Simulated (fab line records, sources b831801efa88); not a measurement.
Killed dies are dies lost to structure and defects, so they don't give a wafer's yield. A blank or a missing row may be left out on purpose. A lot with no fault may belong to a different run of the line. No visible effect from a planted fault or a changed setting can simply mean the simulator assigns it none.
A struck lot beside a sound one :: flow sfqLine :: 14 out of 325 route steps
Sound: wafers L858.2, L858.4, L858.5. Wafers struck: L854.2, L854.3, L854.6. The cause is named last.
Per side, at each step with rows, come the tool, then ch with its chambers, and then its first start. Under that, the readings that differ: sound wafers :: struck wafers :: difference of the means :: sigmas: that difference in standard deviations of wafers without a fault.
alike: a reading whose means differ by less than 2 such deviations, as well as words and numbers matching on both sides. not compared: withheld readings; readings where some wafer has no value; bounds like >300 that might hide an equal value; numbers whose values overlap and for which the record gives no deviation.
Wherever a step has rows on one side only, a row that says differs or no value, or a row with sigmas, the two part there. When numbers do not overlap yet have no deviation, they are printed without sigmas and do not part them. A reading missing from all wafers of one side parts the sides only when that side holds two or more wafers.

first, 6 steps without rows for these wafers: SFQ_TRILAYER_M1_LITHO_COAT_044 (resist thk 61.27 nm); SFQ_TRILAYER_M1_LITHO_COAT_039 (resist thk 600 nm); SFQ_TRILAYER_M1_LITHO_SOFTBAKE_043; SFQ_TRILAYER_M1_LITHO_EXPOSE_040 (exposes mask M1, target cd 500 nm); SFQ_TRILAYER_M1_LITHO_PEB_042 (peb time 60 s); SFQ_TRILAYER_M1_LITHO_DEVELOP_041 (time 60 s).
SFQ_M1_OVL_MEAS_911:
  sound: overlay-02 at day 32 22:56; struck: overlay-01 at day 30 07:49
  alike: M1_OVL
SFQ_TRILAYER_M1_BARC_OPEN_METAL_ETCH_054: etches BARC in O2, target depth 125 nm, time 41.7 s.
  sound on rieMetal-04 ch 1, day 32 22:59; struck on rieMetal-01 ch 0,1, day 30 07:50
reading: chamberPressureMTorr (mTorr)
sound: 10.006 10.016 10.025
struck: 9.995 9.997 9.996
difference: -0.020
sigmas: -2
  alike: drypumpMotorCurrentA, oesProductAu
  not compared: rfHoursCounterH
SFQ_TRILAYER_M1_ETCH_METAL_ETCH_042: etches Nb in Cl2/Ar, stops on SiO2, target depth 240 nm, time 120 s.
  sound on rieMetal-04 ch 1, day 32 23:08; struck on rieMetal-01 ch 0,1, day 30 07:54
  alike: chamberPressureMTorr, drypumpMotorCurrentA, oesProductAu
  not compared: rfHoursCounterH
SFQ_TRILAYER_M1_STRIP_STRIP_043: strips in O2.
  sound on rieMetal-04 ch 1, day 32 23:32; struck on rieMetal-01 ch 0,1, day 30 08:02
  alike: chamberPressureMTorr, drypumpMotorCurrentA, oesProductAu
  not compared: rfHoursCounterH
then, 1 step without rows for these wafers: SFQ_TRILAYER_M1_STRIP_SOLV_CLEAN_044 (cleans in NMP, time 600 s).
SFQ_TRILAYER_I1_DEP_PECVD_045: deposits SiO2 from SiH4/N2O, time 111.11 s, target thk 500 nm.
  sound on pecvd-04 ch 0,1, day 33 00:43; struck on pecvd-01 ch 0,2, day 30 08:48
reading: runLengthS (s)
sound: 140.6 139.3 140.1
struck: 165.1 165.0 165.1
difference: +25.1
sigmas: +33

reading: model.SiO2_of_TRILAYER_I1_DEP_PECVD_045.thkNm (nm)
sound: 484.6 499.8 497.7
struck: 611.4 618.8 618.6
difference: +122.2
sigmas: 
  alike: heaterPowerW, showerheadVppV, throttleValvePct
SFQ_TRILAYER_I1_CMP_CMP_046: polishes SiO2.
  sound on cmp-01 ch 0,3, day 33 01:12; struck on cmp-02 ch 0,1,2, day 30 11:47
reading: timeToEndpointS (s)
sound: 202 213 211
struck: 281 291 291
difference: +79
sigmas: +11
  alike: motorCurrentA
SFQ_I1_BOW_MEAS_912:
  sound: filmMetro-01 at day 33 04:13; struck: filmMetro-03 at day 30 14:18
  alike: I1_BOW

## WHERE THEY PART
Earliest at SFQ_TRILAYER_M1_BARC_OPEN_METAL_ETCH_054; latest, in this record, at SFQ_TRILAYER_I1_CMP_CMP_046. Later steps at which nothing parts them and some readings are alike: SFQ_I1_BOW_MEAS_912.

WHY: what the simulator had put in
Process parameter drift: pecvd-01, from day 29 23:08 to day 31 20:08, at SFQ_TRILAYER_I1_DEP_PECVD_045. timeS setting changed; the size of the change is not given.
